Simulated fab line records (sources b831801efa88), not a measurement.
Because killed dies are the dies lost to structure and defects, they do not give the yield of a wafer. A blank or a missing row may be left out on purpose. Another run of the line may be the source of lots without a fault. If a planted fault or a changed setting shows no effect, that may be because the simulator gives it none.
Check of tool commonality / flow sky130 / 15 lots and 45 wafers in the sample

== WHAT PROMPTED THE OPENING ==
3 of 15 lots carry a flag on the reading VT_ADJUST_HVTP_TW at SKY_VT_ADJUST_HVTP_TW_MEAS_11. Fault-free wafers read 1356, with a standard deviation of 11.
Rule: flag the lot when none of its wafers has a number, or when each of its wafers that has one lies beyond 4 standard deviations from that mean. The rest of the lots are taken to be sound.

lot=L769; measured=day 6 02:10; on=film metro-02; VT_ADJUST_HVTP_TW, wafer by wafer=1334 1333 1330; flag=
lot=L771; measured=day 6 14:43; on=film metro-02; VT_ADJUST_HVTP_TW, wafer by wafer=1333 1340 1340; flag=
lot=L772; measured=day 6 17:52; on=film metro-04; VT_ADJUST_HVTP_TW, wafer by wafer=1345 1347 1347; flag=
lot=L774; measured=day 7 05:53; on=film metro-02; VT_ADJUST_HVTP_TW, wafer by wafer=1335 1340 1333; flag=
lot=L775; measured=day 7 17:47; on=film metro-04; VT_ADJUST_HVTP_TW, wafer by wafer=1357 1350 1359; flag=
lot=L777; measured=day 8 07:26; on=film metro-03; VT_ADJUST_HVTP_TW, wafer by wafer=1372 1370 1374; flag=
lot=L778; measured=day 8 10:26; on=film metro-02; VT_ADJUST_HVTP_TW, wafer by wafer=1365 1364 1359; flag=
lot=L783; measured=day 9 15:59; on=film metro-04; VT_ADJUST_HVTP_TW, wafer by wafer=30 30 30; flag=FLAGGED
lot=L784; measured=day 10 01:32; on=film metro-04; VT_ADJUST_HVTP_TW, wafer by wafer=30 30 30; flag=FLAGGED
lot=L785; measured=day 10 02:43; on=film metro-02; VT_ADJUST_HVTP_TW, wafer by wafer=30 30 30; flag=FLAGGED
lot=L786; measured=day 10 09:01; on=film metro-02; VT_ADJUST_HVTP_TW, wafer by wafer=1358 1357 1364; flag=
lot=L787; measured=day 10 15:53; on=film metro-03; VT_ADJUST_HVTP_TW, wafer by wafer=1368 1366 1365; flag=
lot=L789; measured=day 11 21:16; on=film metro-02; VT_ADJUST_HVTP_TW, wafer by wafer=1357 1339 1339; flag=
lot=L790; measured=day 12 02:34; on=film metro-04; VT_ADJUST_HVTP_TW, wafer by wafer=1364 1370 1363; flag=
lot=L792; measured=day 12 11:54; on=film metro-04; VT_ADJUST_HVTP_TW, wafer by wafer=1359 1357 1358; flag=
On average the flagged lots read 30, which is -1326 against the usual, or -99 or more standard deviations.

== TOOL THAT RAN EACH LOT ==
The record holds 4 process steps before the reading, out of a route of 708 steps. Every cell lists first the tool, next ch and the chambers used by the sampled wafers, and last the start.
lot=L769; flag=; SKY_FIELD_ISO_ETCH_15=rie diel-01 ch 1,2,3, day 2 07:07; SKY_PWDE_STRIP_09=plasma asher-01 ch 0,1, day 3 21:28; SKY_NWELL_STRIP_25=plasma asher-01 ch 0,1, day 5 07:21; SKY_VT_ADJUST_HVTP_STRIP_10=plasma asher-04 ch 0, day 6 02:04
lot=L771; flag=; SKY_FIELD_ISO_ETCH_15=rie diel-04 ch 0,2,3, day 2 15:10; SKY_PWDE_STRIP_09=plasma asher-01 ch 0,1, day 4 07:19; SKY_NWELL_STRIP_25=plasma asher-02 ch 1, day 5 18:51; SKY_VT_ADJUST_HVTP_STRIP_10=plasma asher-03 ch 0,1, day 6 14:37
lot=L772; flag=; SKY_FIELD_ISO_ETCH_15=rie diel-01 ch 1,2,3, day 2 21:14; SKY_PWDE_STRIP_09=plasma asher-01 ch 0,1, day 4 11:36; SKY_NWELL_STRIP_25=plasma asher-01 ch 0,1, day 5 21:57; SKY_VT_ADJUST_HVTP_STRIP_10=plasma asher-02 ch 0,1, day 6 17:46
lot=L774; flag=; SKY_FIELD_ISO_ETCH_15=rie diel-01 ch 0,1,2, day 3 06:14; SKY_PWDE_STRIP_09=plasma asher-03 ch 0,1, day 4 22:13; SKY_NWELL_STRIP_25=plasma asher-02 ch 0,1, day 6 10:48; SKY_VT_ADJUST_HVTP_STRIP_10=plasma asher-03 ch 0,1, day 7 05:46
lot=L775; flag=; SKY_FIELD_ISO_ETCH_15=rie diel-02 ch 0,1, day 3 12:43; SKY_PWDE_STRIP_09=plasma asher-01 ch 0,1, day 5 08:42; SKY_NWELL_STRIP_25=plasma asher-02 ch 0,1, day 6 22:36; SKY_VT_ADJUST_HVTP_STRIP_10=plasma asher-04 ch 0,1, day 7 17:40
lot=L777; flag=; SKY_FIELD_ISO_ETCH_15=rie diel-04 ch 1,3, day 3 21:41; SKY_PWDE_STRIP_09=plasma asher-02 ch 0,1, day 5 21:15; SKY_NWELL_STRIP_25=plasma asher-04 ch 0,1, day 7 11:27; SKY_VT_ADJUST_HVTP_STRIP_10=plasma asher-02 ch 0,1, day 8 07:20
lot=L778; flag=; SKY_FIELD_ISO_ETCH_15=rie diel-01 ch 0,1,2, day 4 03:02; SKY_PWDE_STRIP_09=plasma asher-01 ch 0,1, day 6 01:00; SKY_NWELL_STRIP_25=plasma asher-04 ch 0,1, day 7 15:06; SKY_VT_ADJUST_HVTP_STRIP_10=plasma asher-03 ch 0,1, day 8 10:20
lot=L783; flag=FLAGGED; SKY_FIELD_ISO_ETCH_15=rie diel-01 ch 1,3, day 5 07:41; SKY_PWDE_STRIP_09=plasma asher-03 ch 0,1, day 7 02:42; SKY_NWELL_STRIP_25=plasma asher-01 ch 0, day 8 17:54; SKY_VT_ADJUST_HVTP_STRIP_10=plasma asher-04 ch 0, day 9 15:53
lot=L784; flag=FLAGGED; SKY_FIELD_ISO_ETCH_15=rie diel-01 ch 0,1,3, day 5 11:25; SKY_PWDE_STRIP_09=plasma asher-01 ch 0,1, day 7 10:09; SKY_NWELL_STRIP_25=plasma asher-02 ch 0,1, day 9 02:57; SKY_VT_ADJUST_HVTP_STRIP_10=plasma asher-02 ch 0,1, day 10 01:26
lot=L785; flag=FLAGGED; SKY_FIELD_ISO_ETCH_15=rie diel-02 ch 1,2,3, day 5 15:29; SKY_PWDE_STRIP_09=plasma asher-01 ch 0,1, day 7 10:42; SKY_NWELL_STRIP_25=plasma asher-04 ch 0,1, day 9 03:54; SKY_VT_ADJUST_HVTP_STRIP_10=plasma asher-02 ch 0,1, day 10 02:37
lot=L786; flag=; SKY_FIELD_ISO_ETCH_15=rie diel-02 ch 1,2,3, day 5 21:17; SKY_PWDE_STRIP_09=plasma asher-01 ch 0,1, day 7 16:46; SKY_NWELL_STRIP_25=plasma asher-04 ch 0, day 9 09:36; SKY_VT_ADJUST_HVTP_STRIP_10=plasma asher-03 ch 0,1, day 10 08:55
lot=L787; flag=; SKY_FIELD_ISO_ETCH_15=rie diel-01 ch 2,3, day 6 02:58; SKY_PWDE_STRIP_09=plasma asher-01 ch 0,1, day 7 22:50; SKY_NWELL_STRIP_25=plasma asher-01 ch 0,1, day 9 16:32; SKY_VT_ADJUST_HVTP_STRIP_10=plasma asher-02 ch 0,1, day 10 15:49
lot=L789; flag=; SKY_FIELD_ISO_ETCH_15=rie diel-04 ch 0,1,2, day 6 13:02; SKY_PWDE_STRIP_09=plasma asher-02 ch 0,1, day 9 00:19; SKY_NWELL_STRIP_25=plasma asher-02 ch 0,1, day 10 21:48; SKY_VT_ADJUST_HVTP_STRIP_10=plasma asher-03 ch 0,1, day 11 21:10
lot=L790; flag=; SKY_FIELD_ISO_ETCH_15=rie diel-02 ch 2,3, day 6 17:53; SKY_PWDE_STRIP_09=plasma asher-02 ch 0,1, day 9 05:24; SKY_NWELL_STRIP_25=plasma asher-04 ch 0,1, day 11 02:36; SKY_VT_ADJUST_HVTP_STRIP_10=plasma asher-04 ch 0,1, day 12 02:28
lot=L792; flag=; SKY_FIELD_ISO_ETCH_15=rie diel-02 ch 2,3, day 7 03:31; SKY_PWDE_STRIP_09=plasma asher-01 ch 0,1, day 9 12:44; SKY_NWELL_STRIP_25=plasma asher-01 ch 0,1, day 11 10:35; SKY_VT_ADJUST_HVTP_STRIP_10=plasma asher-04 ch 0,1, day 12 11:49
What is done by these steps:
- SKY_FIELD_ISO_ETCH_15: etches the open film in CHF3/O2, stops on Si, target depth 180 nm, time 72 s.
- SKY_PWDE_STRIP_09: strips in O2/N2.
- SKY_NWELL_STRIP_25: strips in O2/N2.
- SKY_VT_ADJUST_HVTP_STRIP_10: strips in O2/N2.
- SKY_VT_ADJUST_HVTP_TW_MEAS_11

== FLAGGED OVER TOTAL, TOOL BY TOOL (the gauges that took the reading come last) ==
step=SKY_FIELD_ISO_ETCH_15; tool=rie diel-01; lots run=7; flagged=2; share of the flagged lots=some; sound lots run after its first flagged lot=1 (L787)
step=SKY_FIELD_ISO_ETCH_15; tool=rie diel-02; lots run=5; flagged=1; share of the flagged lots=some; sound lots run after its first flagged lot=3 (L786,L790,L792)
step=SKY_FIELD_ISO_ETCH_15; tool=rie diel-04; lots run=3; flagged=0; share of the flagged lots=none; sound lots run after its first flagged lot=-
step=SKY_PWDE_STRIP_09; tool=plasma asher-01; lots run=10; flagged=2; share of the flagged lots=some; sound lots run after its first flagged lot=3 (L786,L787,L792)
step=SKY_PWDE_STRIP_09; tool=plasma asher-02; lots run=3; flagged=0; share of the flagged lots=none; sound lots run after its first flagged lot=-
step=SKY_PWDE_STRIP_09; tool=plasma asher-03; lots run=2; flagged=1; share of the flagged lots=some; sound lots run after its first flagged lot=0
step=SKY_NWELL_STRIP_25; tool=plasma asher-01; lots run=5; flagged=1; share of the flagged lots=some; sound lots run after its first flagged lot=2 (L787,L792)
step=SKY_NWELL_STRIP_25; tool=plasma asher-02; lots run=5; flagged=1; share of the flagged lots=some; sound lots run after its first flagged lot=1 (L789)
step=SKY_NWELL_STRIP_25; tool=plasma asher-04; lots run=5; flagged=1; share of the flagged lots=some; sound lots run after its first flagged lot=2 (L786,L790)
step=SKY_VT_ADJUST_HVTP_STRIP_10; tool=plasma asher-02; lots run=5; flagged=2; share of the flagged lots=some; sound lots run after its first flagged lot=1 (L787)
step=SKY_VT_ADJUST_HVTP_STRIP_10; tool=plasma asher-03; lots run=5; flagged=0; share of the flagged lots=none; sound lots run after its first flagged lot=-
step=SKY_VT_ADJUST_HVTP_STRIP_10; tool=plasma asher-04; lots run=5; flagged=1; share of the flagged lots=some; sound lots run after its first flagged lot=2 (L790,L792)
step=SKY_VT_ADJUST_HVTP_TW_MEAS_11; tool=film metro-02; lots run=7; flagged=1; share of the flagged lots=some; sound lots run after its first flagged lot=2 (L786,L789)
step=SKY_VT_ADJUST_HVTP_TW_MEAS_11; tool=film metro-03; lots run=2; flagged=0; share of the flagged lots=none; sound lots run after its first flagged lot=-
step=SKY_VT_ADJUST_HVTP_TW_MEAS_11; tool=film metro-04; lots run=6; flagged=2; share of the flagged lots=some; sound lots run after its first flagged lot=2 (L790,L792)

== WHAT THE TABLE ALLOWS ==
No row of the table ran every flagged lot.

== WHAT THE SIMULATOR PUT IN ==
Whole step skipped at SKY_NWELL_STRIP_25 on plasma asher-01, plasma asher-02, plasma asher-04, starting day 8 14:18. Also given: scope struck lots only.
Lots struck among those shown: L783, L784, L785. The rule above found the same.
